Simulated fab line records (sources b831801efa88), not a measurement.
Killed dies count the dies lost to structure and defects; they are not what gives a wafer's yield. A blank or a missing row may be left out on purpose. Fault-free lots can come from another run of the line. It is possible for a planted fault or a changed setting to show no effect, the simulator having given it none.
fab line records | flow sky130
record: lots: 14 wafers: 42 last-day: 50
route steps=708 shown VIA2@522 METAL3@535 CAPM@549 METAL5@663
lots that met no fault: from a run of the same line without faults
start-h: start of the lot's first displayed wafer, in hours after the record's first day | wait-h: how many hours have passed since the lot's step before this one | " the same as in the row above | L1.1+2: several wafers, shown together as one row | - value missing, or start not given | * or withheld: withheld | < > ~ a bound
route shown NAME@n: NAME is a module with steps in the file, n the number in the route of the first one | usual: mean and standard deviation over wafers with no fault | same: alike in all rows | chamber/n: place in a boat | sites: the reading at each site | _std_site: the values' standard deviation | _edge_site: mean of outer sites minus mean of inner sites | radius-mm: for every site, how far away it sits from the centre of the wafer | mask NAME#n: copy n | behind: the most recent tool/chamber to have shaped the wafer | hold: what put the lot on hold/how long, in hours/how the hold closed | device: names the non-switching transistor (n, p or np) | end of line: tests of these same wafers at the route's end | for a step that has no rows: nothing shown but its recipe | killed: at the first sort, the dies lost to defects and structure; wafer yield is something else | map: per-die view of a wafer (x killed, . not killed, _ where there is no die)
set.NAME: setting as actually run; set.NAME@STEP: the setting as run at that earlier step | model.NAME: the simulator's own value behind a step, which no gauge read
steps of the route over a sample of lots; a table a step, a row a wafer
services: from which hour (start-h, from the record's first day; less than 0 if before it) a tool's chamber was out of use, for how many hours, and why
== steps ==
step: SKY_VIA2_ETCH_15
recipe: target: SiO2 chemistry: C4F8/O2/Ar target-depth-nm: 546 stop-on: TiN mask-material: KrF-thick source-w: 1500 bias-w: 1200 pressure-mtorr: 40 c4f8-flow-sccm: withheld O2_flow_sccm: 6 Ar_flow_sccm: 300 time-s: 84
usual: oes-product-au: 0.939/0.0048
columns lot.wafer tool chamber start-h wait-h oes-product-au rf-hours-counter-h
L859.1 rie-diel-03 1 835.43 0.0 0.943 16
L859.2 " 3 " " 0.931 27
L859.4 " 2 " " 0.947 17
L860.2 rie-diel-02 1 838.65 0.0 0.938 18
L860.4 " 0 " " 0.944 9
L860.5 " 2 " " 0.941 -
L865.1 rie-diel-04 1 918.21 0.0 0.935 13
L865.4 " 2 " " 0.947 20
L865.6 " 0 " " 0.941 -
L867.2 rie-diel-04 2 923.39 0.0 0.944 20
L867.5 " 3 " " 0.938 -
L867.6 " 0 " " 0.933 -
L866.2 rie-diel-03 1 926.35 0.0 0.943 20
L866.3 " 1 " " 0.939 -
L866.5 " 2 " " 0.940 -
L869.1 rie-diel-03 2 928.00 0.0 0.940 20
L869.3 " 1 " " 0.931 -
L869.4 " 2 " " 0.927 -
L872.2 rie-diel-04 1 952.96 0.0 0.934 14
L872.3 " 2 " " 0.935 21
L872.5 " 0 " " 0.942 -
L871.1 rie-diel-03 1 956.39 0.0 0.938 21
L871.2 " 2 " " 0.936 21
L871.3 " 3 " " 0.939 0
L873.2 rie-diel-03 0 976.31 0.0 0.938 16
L873.3 " 2 " " 0.938 22
L873.6 " 2 " " 0.937 -
L874.1 rie-diel-02 0 977.53 0.0 0.933 12
L874.5 " 2 " " 0.937 -
L874.6 " 3 " " 0.937 -
L878.2 rie-diel-02 3 994.04 0.0 0.942 7
L878.4 " 0 " " 0.943 13
L878.6 " 2 " " 0.941 -
L879.1 rie-diel-02 1 995.76 0.0 0.943 22
L879.3 " 3 " " 0.941 7
L879.5 " 0 " " 0.945 -
L880.3 rie-diel-03 1 1007.84 0.0 0.934 23
L880.4 " 0 " " 0.936 17
L880.5 " 0 " " 0.936 -
L882.1 rie-diel-02 0 1012.81 0.0 0.939 13
L882.3 " 3 " " 0.938 7
L882.6 " 1 " " 0.929 -
step: SKY_METAL3_SPUTTER_03
recipe: material: Ti target-thk-nm: 5 power-w: 3000 time-s: 3.3 chamber-pressure-pa: 0.4
usual: throttle-valve-pct: 29.9/0.9
columns lot.wafer tool chamber start-h wait-h throttle-valve-pct
L859.1 pvd-sputter-02 - 836.88 0.0 29.6
L859.2 " - " " 28.9
L859.4 " - " " 29.6
L860.2 pvd-sputter-02 - 840.10 0.0 29.7
L860.4 " - " " 28.7
L860.5 " - " " 29.7
L865.1 pvd-sputter-02 - 919.66 0.0 29.7
L865.4 " - " " 29.1
L865.6 " - " " 30.8
L867.2 pvd-sputter-01 - 924.94 0.0 28.1
L867.5 " - " " 29.1
L867.6 " - " " 30.5
L866.2 pvd-sputter-04 - 928.63 0.0 31.4
L866.3 " - " " 30.0
L866.5 " - " " 30.1
L869.1 pvd-sputter-01 - 929.69 0.0 30.4
L869.3 " - " " 28.0
L869.4 " - " " 28.9
L872.2 pvd-sputter-01 - 954.37 0.0 30.0
L872.3 " - " " 29.1
L872.5 " - " " 31.0
L871.1 pvd-sputter-01 - 957.80 0.0 28.1
L871.2 " - " " 30.3
L871.3 " - " " 29.1
L873.2 pvd-sputter-04 - 977.72 0.0 30.1
L873.3 " - " " 29.9
L873.6 " - " " 31.7
L874.1 pvd-sputter-04 - 978.95 0.0 31.6
L874.5 " - " " 30.1
L874.6 " - " " 31.6
L878.2 pvd-sputter-04 - 995.48 0.0 30.2
L878.4 " - " " 31.5
L878.6 " - " " 29.9
L879.1 pvd-sputter-04 - 997.17 0.0 29.9
L879.3 " - " " 30.0
L879.5 " - " " 30.0
L880.3 pvd-sputter-04 - 1009.73 0.0 30.0
L880.4 " - " " 29.8
L880.5 " - " " 29.8
L882.1 pvd-sputter-01 - 1014.43 0.0 30.7
L882.3 " - " " 30.3
L882.6 " - " " 30.9
step: SKY_CAPM_OVL_MEAS_12
usual: CAPM_OVL: -0.3/1.5
columns lot.wafer tool chamber start-h wait-h CAPM_OVL[nm]
L859.1 overlay-02 - 862.73 0.1 -0.4
L859.2 " - " " -0.7
L859.4 " - " " 2.0
L860.2 overlay-02 - 866.79 0.1 0.7
L860.4 " - " " 0.4
L860.5 " - " " -0.6
L865.1 overlay-02 - 943.65 0.1 -0.8
L865.4 " - " " 0.2
L865.6 " - " " 1.4
L867.2 overlay-01 - 948.64 0.1 2.2
L867.5 " - " " 0.3
L867.6 " - " " 1.5
L866.2 overlay-02 - 953.45 0.1 -4.8
L866.3 " - " " -0.9
L866.5 " - " " -2.1
L869.1 overlay-01 - 953.75 0.1 -0.7
L869.3 " - " " 1.0
L869.4 " - " " -1.2
L872.2 overlay-01 - 978.46 0.1 0.9
L872.3 " - " " 0.9
L872.5 " - " " -0.7
L871.1 overlay-01 - 981.88 0.1 1.2
L871.2 " - " " 1.0
L871.3 " - " " 2.0
L873.2 overlay-01 - 1000.15 0.1 2.0
L873.3 " - " " -0.1
L873.6 " - " " -0.4
L874.1 overlay-02 - 1000.80 0.1 -0.3
L874.5 " - " " 0.4
L874.6 " - " " 0.9
L878.2 overlay-02 - 1017.49 0.1 1.4
L878.4 " - " " -1.1
L878.6 " - " " 0.2
L879.1 overlay-02 - 1018.95 0.1 0.2
L879.3 " - " " 2.4
L879.5 " - " " -0.8
L880.3 overlay-02 - 1031.97 0.1 -0.5
L880.4 " - " " -1.8
L880.5 " - " " -2.2
L882.1 overlay-02 - 1036.54 0.1 -1.9
L882.3 " - " " -0.2
L882.6 " - " " -0.7
step: SKY_METAL5_SPUTTER_02
recipe: material: AlCu target-thk-nm: 1150 power-w: 10600 time-s: 61.2 chamber-pressure-pa: 0.4
usual: throttle-valve-pct: 29.7/0.79
columns lot.wafer tool chamber start-h wait-h throttle-valve-pct
L859.1 pvd-sputter-02 - 992.83 0.0 29.5
L859.2 " - " " 29.0
L859.4 " - " " 30.9
L860.2 pvd-sputter-03 - 996.43 0.0 29.8
L860.4 " - " " 30.8
L860.5 " - " " 29.7
L865.1 pvd-sputter-03 - 1064.77 0.0 29.6
L865.4 " - " " 29.3
L865.6 " - " " 29.6
L867.2 pvd-sputter-02 - 1073.28 0.0 29.5
L867.5 " - " " 28.9
L867.6 " - " " 29.9
L866.2 pvd-sputter-03 - 1076.54 0.0 29.4
L866.3 " - " " 30.6
L866.5 " - " " 30.1
L869.1 pvd-sputter-03 - 1077.88 0.0 29.4
L869.3 " - " " 29.7
L869.4 " - " " 30.3
L872.2 pvd-sputter-02 - 1093.98 0.0 28.7
L872.3 " - " " 30.8
L872.5 " - " " 29.6
L871.1 pvd-sputter-01 - 1096.33 0.0 30.8
L871.2 " - " " 28.3
L871.3 " - " " 29.2
L873.2 pvd-sputter-02 - 1117.37 0.0 29.6
L873.3 " - " " 28.7
L873.6 " - " " 29.0
L874.1 pvd-sputter-01 - 1117.80 0.0 28.2
L874.5 " - " " 30.3
L874.6 " - " " 28.0
L878.2 pvd-sputter-01 - 1129.87 0.0 29.4
L878.4 " - " " 30.4
L878.6 " - " " 30.5
L879.1 pvd-sputter-02 - 1131.93 0.0 29.6
L879.3 " - " " 29.9
L879.5 " - " " 31.0
L880.3 pvd-sputter-03 - 1143.78 0.0 30.8
L880.4 " - " " 29.6
L880.5 " - " " 30.5
L882.1 pvd-sputter-01 - 1147.94 0.0 30.3
L882.3 " - " " 29.3
L882.6 " - " " 31.1
step: SKY_METAL5_RS_MEAS_05
recipe: thk-meas-gauge: four-point-probe reads: TiN_of_METAL5_SPUTTER_04+Ti_of_METAL5_SPUTTER_03+AlCu_of_METAL5_SPUTTER_02+TiN_of_METAL5_SPUTTER_01+Ti_of_METAL5_SPUTTER_00
usual: METAL5_ALCU_RS: 0.0270/0.00033
columns lot.wafer tool chamber start-h wait-h METAL5_ALCU_RS[ohm/sq]
L859.1 film-metro-04 - 992.94 0.0 0.0272
L859.2 " - " " 0.0270
L859.4 " - " " 0.0271
L860.2 film-metro-03 - 996.57 0.0 0.0271
L860.4 " - " " 0.0271
L860.5 " - " " 0.0271
L865.1 film-metro-01 - 1064.89 0.0 0.0265
L865.4 " - " " 0.0274
L865.6 " - " " 0.0266
L867.2 film-metro-03 - 1073.42 0.0 0.0273
L867.5 " - " " 0.0270
L867.6 " - " " 0.0274
L866.2 film-metro-04 - 1076.68 0.0 0.0213
L866.3 " - " " 0.0220
L866.5 " - " " 0.0219
L869.1 film-metro-01 - 1078.00 0.0 0.0212
L869.3 " - " " 0.0216
L869.4 " - " " 0.0216
L872.2 film-metro-01 - 1094.12 0.0 0.0270
L872.3 " - " " 0.0269
L872.5 " - " " 0.0272
L871.1 film-metro-03 - 1096.44 0.0 0.0269
L871.2 " - " " 0.0270
L871.3 " - " " 0.0271
L873.2 film-metro-01 - 1117.51 0.0 0.0266
L873.3 " - " " 0.0270
L873.6 " - " " 0.0269
L874.1 film-metro-04 - 1117.92 0.0 0.0272
L874.5 " - " " 0.0276
L874.6 " - " " 0.0275
L878.2 film-metro-04 - 1130.00 0.0 0.0267
L878.4 " - " " 0.0270
L878.6 " - " " 0.0267
L879.1 film-metro-01 - 1132.05 0.0 0.0271
L879.3 " - " " 0.0267
L879.5 " - " " 0.0268
L880.3 film-metro-04 - 1143.94 0.1 0.0276
L880.4 " - " " 0.0265
L880.5 " - " " 0.0275
L882.1 film-metro-01 - 1148.06 0.0 0.0268
L882.3 " - " " 0.0268
L882.6 " - " " 0.0268
step: SKY_METAL5_THK_MEAS_06
recipe: thk-meas-gauge: xrf reads: AlCu_of_METAL5_SPUTTER_02
usual: METAL5_ALCU_THK: 1147/15
columns lot.wafer tool chamber start-h wait-h METAL5_ALCU_THK[nm]
L859.1 film-metro-04 - 993.06 0.1 1133
L859.2 " - " " 1140
L859.4 " - " " 1131
L860.2 film-metro-03 - 996.68 0.1 1143
L860.4 " - " " 1143
L860.5 " - " " 1143
L865.1 film-metro-01 - 1065.01 0.1 1174
L865.4 " - " " 1135
L865.6 " - " " 1177
L867.2 film-metro-03 - 1073.53 0.1 1138
L867.5 " - " " 1153
L867.6 " - " " 1135
L866.2 film-metro-04 - 1076.79 0.1 1442
L866.3 " - " " 1410
L866.5 " - " " 1410
L869.1 film-metro-01 - 1078.12 0.1 1456
L869.3 " - " " 1448
L869.4 " - " " 1439
L872.2 film-metro-01 - 1094.23 0.1 1138
L872.3 " - " " 1145
L872.5 " - " " 1134
L871.1 film-metro-03 - 1096.56 0.1 1157
L871.2 " - " " 1151
L871.3 " - " " 1148
L873.2 film-metro-01 - 1117.62 0.1 1165
L873.3 " - " " 1142
L873.6 " - " " 1145
L874.1 film-metro-04 - 1118.04 0.1 1142
L874.5 " - " " 1121
L874.6 " - " " 1122
L878.2 film-metro-04 - 1130.11 0.1 1161
L878.4 " - " " 1150
L878.6 " - " " 1156
L879.1 film-metro-01 - 1132.17 0.1 1144
L879.3 " - " " 1154
L879.5 " - " " 1158
L880.3 film-metro-04 - 1144.04 0.1 1120
L880.4 " - " " 1175
L880.5 " - " " 1127
L882.1 film-metro-01 - 1148.18 0.1 1159
L882.3 " - " " 1149
L882.6 " - " " 1151
step: SKY_METAL5_METAL_ETCH_15
recipe: target-depth-a: 12600 stop-on: SiO2 over-etch-frac: 0.2 time-s: 252 chemistry: Cl2/BCl3 resist-sidewall-deg: 86 pressure-mtorr: 10 icp-w: 900 bias-w: 48.5 Cl2_flow_sccm: 60 bcl3-flow-sccm: 30
usual: drypump-motor-current-A: 5.9/0.47 oes-product-au: 0.894/0.0053 throttle-valve-pct: 22.263/0.009
columns lot.wafer tool chamber start-h wait-h drypump-motor-current-A oes-product-au rf-hours-counter-h throttle-valve-pct
L859.1 rie-metal-01 1 1014.23 0.0 5.8 0.896 7 22.275
L859.2 " 0 " " 4.9 0.900 19 22.261
L859.4 " 0 " " 4.9 0.892 - 22.258
L860.2 rie-metal-02 0 1017.99 0.0 5.5 0.886 15 22.269
L860.4 " 1 " " 6.2 0.891 - 22.266
L860.5 " 0 " " 5.5 0.890 - 22.259
L865.1 rie-metal-03 1 1085.37 0.1 6.0 0.887 11 22.256
L865.4 " 1 " " 6.0 0.891 - 22.253
L865.6 " 1 " " 6.0 0.895 - 22.256
L867.2 rie-metal-02 1 1093.74 0.0 6.2 0.891 11 22.282
L867.5 " 1 " " 6.2 0.901 - 22.262
L867.6 " 0 " " 5.5 0.897 - 22.278
L866.2 rie-metal-02 0 1095.98 0.0 5.5 0.992 19 22.264
L866.3 " 0 " " 5.5 0.992 - 22.258
L866.5 " 1 " " 6.2 0.987 - 22.266
L869.1 rie-metal-01 1 1098.18 0.0 5.8 1.009 13 22.265
L869.3 " 0 " " 4.9 0.993 - 22.267
L869.4 " 1 " " 5.8 0.987 - 22.266
L872.2 rie-metal-01 0 1114.33 0.0 4.9 0.898 27 22.267
L872.3 " 0 " " 4.9 0.888 - 22.251
L872.5 " 1 " " 5.8 0.888 - 22.257
L871.1 rie-metal-03 0 1116.49 0.0 6.5 0.893 17 22.278
L871.2 " 1 " " 6.0 0.900 14 22.261
L871.3 " 1 " " 6.0 0.899 - 22.275
L873.2 rie-metal-03 1 1137.08 0.0 6.0 0.892 16 22.259
L873.3 " 0 " " 6.5 0.890 - 22.262
L873.6 " 1 " " 6.0 0.895 - 22.255
L874.1 rie-metal-02 0 1138.03 0.0 5.5 0.889 23 22.275
L874.5 " 1 " " 6.2 0.894 - 22.270
L874.6 " 0 " " 5.5 0.896 - 22.263
L878.2 rie-metal-03 0 1149.03 0.0 6.5 0.893 20 22.259
L878.4 " 1 " " 6.0 0.887 - 22.260
L878.6 " 0 " " 6.5 0.896 - 22.258
L879.1 rie-metal-01 0 1150.38 0.0 4.9 0.896 30 22.261
L879.3 " 1 " " 5.8 0.900 - 22.273
L879.5 " 1 " " 5.8 0.894 - 22.270
L880.3 rie-metal-02 1 1161.66 0.1 6.2 0.891 - 22.258
L880.4 " 0 " " 5.5 0.896 - 22.265
L880.5 " 1 " " 6.2 0.892 - 22.247
L882.1 rie-metal-02 1 1165.78 0.0 6.2 0.895 17 22.272
L882.3 " 0 " " 5.5 0.897 - 22.281
L882.6 " 0 " " 5.5 0.896 - 22.262
== services ==
columns tool chamber start-h hours kind
pvd-sputter-04 - 836.24 1.1 repair
pvd-sputter-04 - 836.92 3.8 repair
rie-diel-02 0 841.31 7.5 repair
rie-diel-03 3 842.44 16.7 repair
rie-diel-03 - 866.49 10.2 repair
rie-diel-02 0 875.42 13.0 repair
rie-diel-03 2 875.81 4.5 repair
pvd-sputter-04 - 888.54 1.1 repair
rie-diel-03 0 924.60 9.7 repair
pvd-sputter-03 - 943.85 3.7 repair
rie-diel-03 3 958.20 1.3 repair
pvd-sputter-02 - 962.07 5.5 repair
rie-metal-02 0 964.38 4.0 repair
pvd-sputter-01 - 978.72 24.4 repair
pvd-sputter-04 - 990.78 3.9 repair
rie-diel-03 1 1036.27 8.8 repair
rie-metal-02 0 1046.01 8.6 repair
rie-diel-02 3 1058.63 6.6 repair
pvd-sputter-04 - 1090.54 0.6 repair
rie-metal-02 0 1108.31 2.3 repair
rie-diel-03 1 1109.09 2.9 repair
rie-diel-02 - 1118.30 15.6 pm
rie-diel-03 - 1135.87 3.5 repair
pvd-sputter-02 - 1154.77 9.4 repair
== key ==
first-sign: step: SKY_METAL5_RS_MEAS_05 reading: METAL5_ALCU_RS direction: down sigmas: 16 usual: 0.0270 struck: 0.0216
effect: step: SKY_METAL5_THK_MEAS_06 reading: METAL5_ALCU_THK direction: up sigmas: 19 usual: 1147 struck: 1434
effect: step: SKY_METAL5_METAL_ETCH_15 reading: oes-product-au direction: up sigmas: 19 usual: 0.894 struck: 0.993
met-at SKY_METAL5_SPUTTER_02
struck-lots L866,L869
sort-left-out L866.2,L866.3,L866.5,L869.1,L869.3,L869.4
not-acting-at SKY_VIA2_ETCH_15,SKY_METAL3_SPUTTER_03,SKY_CAPM_OVL_MEAS_12
onset-between 1064.77 1076.54
fault: kind: process-parameter-drift tool: pvd-sputter-03 chamber: - onset-h: 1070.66 steps: SKY_METAL5_SPUTTER_02 channel: target-thk-nm offset: 278.73 shape: step end-h: 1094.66 acts-in: these-recipes-only stated: 1150
sort-left-out: the simulated sort isn't trusted on such a fault, so these wafers' sort isn't shown, and their yield isn't known
